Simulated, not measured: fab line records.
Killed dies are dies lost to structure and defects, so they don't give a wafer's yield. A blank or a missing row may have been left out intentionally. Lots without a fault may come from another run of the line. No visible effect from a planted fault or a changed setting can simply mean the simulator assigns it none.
A lot that was struck, set against a sound lot :: flow sky130 :: 37 out of 708 route steps
Sound: the wafers L909.1, L909.3, L909.5. Wafers struck: L895.1, L895.3, L895.4. At the end, the cause is stated.
For every step that has rows: the tool of each side, followed by ch and its chambers, followed by its first start. Under that, the readings that differ: sound wafers :: struck wafers :: difference of the means :: sigmas: that difference in standard deviations of wafers without a fault.
alike: a reading whose means differ by less than 2 such deviations, as well as words and numbers matching on both sides. not compared: withheld readings; readings where some wafer has no value; bounds like >300 that might hide an equal value; numbers whose values overlap and for which the record gives no deviation.
A row with sigmas, a row that says differs or no value, or rows on one side alone: a step with any of these is where the two part. When numbers do not overlap yet have no deviation, they are printed without sigmas and do not part them. Lack of a reading on every wafer of one side parts them only where that side has two or more wafers.

first, 10 steps without rows for these wafers: SKY_LDD_LDN_SOFTBAKE_03 (time 60 s); SKY_LDD_LDN_EXPOSE_04 (exposes mask LDNTM, target cd 700 nm); SKY_LDD_LDN_PEB_05; SKY_LDD_LDN_DEVELOP_06 (develop time 60 s); SKY_LDD_LDN_IMPLANT_08; SKY_LDD_LDN_IMPLANT_09; SKY_LDD_LDN_IMPLANT_10; SKY_LDD_LDN_IMPLANT_11; SKY_LDD_LDN_STRIP_12 (strips in O2/N2); SKY_LDD_LDN_CLEAN_14 (cleans in SC1/SC2, time 150 s).
SKY_SPACER_CVD_00: deposits Si3N4 from DCS/NH3, target thk 43.1 nm, time 740 s.
  sound on lpcvd-02 ch 1, day 31 00:24; struck on lpcvd-02 ch 1, day 25 19:38
reading: model.Si3N4_of_SPACER_CVD_00.thk nm (nm)
sound: 43.17 43.44 43.41
struck: 49.87 49.76 49.61
difference: +6.41
sigmas: 
  alike: spike tc top C
SKY_SPACER_THK_MEAS_01:
  sound on film metro-03, day 31 01:37; struck on film metro-03, day 25 20:50
reading: SPACER_CVD_00_THK (nm)
sound: 43.2 43.5 43.4
struck: 49.9 49.8 49.6
difference: +6.4
sigmas: +17
SKY_SPACER_ETCHBACK_02: etches Si3N4 in CH3F/O2, stops on SiO2, time 46.7 s, target depth 45 nm.
  sound on rie diel-01 ch 0,2,3, day 31 01:40; struck on rie diel-03 ch 0,2, day 25 20:54
reading: oes product au (a.u.)
sound: 0.851 0.863 0.853
struck: 0.923 0.931 0.925
difference: +0.071
sigmas: +12

reading: model.etch.depth nm (nm)
sound: 43.17 43.44 43.41
struck: 49.87 49.76 49.61
difference: +6.41
sigmas: 
  alike: drypump motor current A, throttle valve pct
  not compared: rf hours counter h
then, 22 steps without rows for these wafers: SKY_POLY_CUT_DEHYDRATE_00 (time 60 s); SKY_POLY_CUT_HMDS_01 (prime time 60 s); SKY_POLY_CUT_COAT_02 (resist thk 60 nm); SKY_POLY_CUT_COAT_03 (resist thk 450 nm); SKY_POLY_CUT_SOFTBAKE_04 (time 90 s); SKY_POLY_CUT_EXPOSE_05 (exposes mask NPCM, target cd 270 nm); SKY_POLY_CUT_PEB_06; SKY_POLY_CUT_DEVELOP_07 (develop time 60 s); SKY_POLY_CUT_ETCH_10 (etches BARC in N2/H2, stops on SiO2, time 45.9 s, target depth 60 nm); SKY_POLY_CUT_ETCH_11 (etches Si3N4 in CF4/CH2F2/Ar, stops on poly-Si, time 42.5 s, target depth 60 nm); SKY_POLY_CUT_STRIP_12 (strips in O2/N2); SKY_SD_P_DEHYDRATE_00 (time 60 s); SKY_SD_P_HMDS_01 (prime time 60 s); SKY_SD_P_COAT_02 (resist thk 1140 nm); SKY_SD_P_SOFTBAKE_03 (time 60 s); SKY_SD_P_EXPOSE_04 (exposes mask PSDM, target cd 380 nm); SKY_SD_P_PEB_05; SKY_SD_P_DEVELOP_06 (develop time 60 s); SKY_SD_P_IMPLANT_09; SKY_SD_P_STRIP_10 (strips in O2/N2); SKY_RES_XHIGH_DEHYDRATE_00 (time 60 s); SKY_RES_XHIGH_HMDS_01 (prime time 60 s).
-- the record jumps here: 5 days lie between the struck wafers' starts before and after (it left off in module RES_XHIGH and takes up again in module SALICIDE, whose first step shown is number 361 of the route) --
SKY_SALICIDE_CLEAN_00: cleans in HF-last, time 30 s.
  sound on wet bench-02 ch 2, day 35 17:22; struck on wet bench-04 ch 0, day 30 18:50
reading: model.Si3N4_of_SPACER_CVD_00.thk nm (nm)
sound: 42.19 42.46 42.43
struck: 48.89 48.78 48.64
difference: +6.41
sigmas: 
-- the record jumps here: 17 days lie between the struck wafers' starts before and after (it left off in module SALICIDE and takes up again in module PAD_OPEN, whose first step shown is number 708 of the route) --
SKY_PAD_OPEN_PROBE_99:
  sound on prober-01, day 51 11:36; struck on prober-02, day 48 04:28
reading: model.etest.pfet_01v8.r on ohm um
sound: 2893 2944 2910
struck: 3128 3146 3141
difference: +223
sigmas: 

reading: model.etest.sonos uncharged.r on ohm um
sound: 819.7 819.5 819.2
struck: 855.6 856.2 844.3
difference: +32.6
sigmas: 

reading: model.etest.pfet_01v8.drive ua um
sound: 191.6 187.8 189.7
struck: 176.8 178.6 177.6
difference: -12.0
sigmas: 

reading: model.etest.pfet_01v8_hvt.drive ua um
sound: 143.8 139.6 140.9
struck: 132.8 132.8 131.7
difference: -9.0
sigmas: 

reading: model.etest.sram pfet latch.drive ua um
sound: 143.2 140.7 138.9
struck: 132.1 129.3 132.5
difference: -9.6
sigmas: 

reading: model.etest.pfet_01v8_mvt.drive ua um
sound: 151.7 150.2 148.9
struck: 143.9 144.8 144.9
difference: -5.7
sigmas: 
  alike: killed_at_M0_to_M3, killed_at_M4_up, killed at contacts, killed at front end, killed at other, killed dies, killed open, killed short
  not compared: model.etest.nfet g5v0d10v5.r on ohm um, model.etest.ring_1v8.delay ps

== WHERE THEY PART ==
Earliest at SKY_SPACER_THK_MEAS_01; latest, in this record, at SKY_SPACER_ETCHBACK_02. Later steps at which nothing parts them and some readings are alike: SKY_PAD_OPEN_PROBE_99.

WHY: whatever the simulator had introduced
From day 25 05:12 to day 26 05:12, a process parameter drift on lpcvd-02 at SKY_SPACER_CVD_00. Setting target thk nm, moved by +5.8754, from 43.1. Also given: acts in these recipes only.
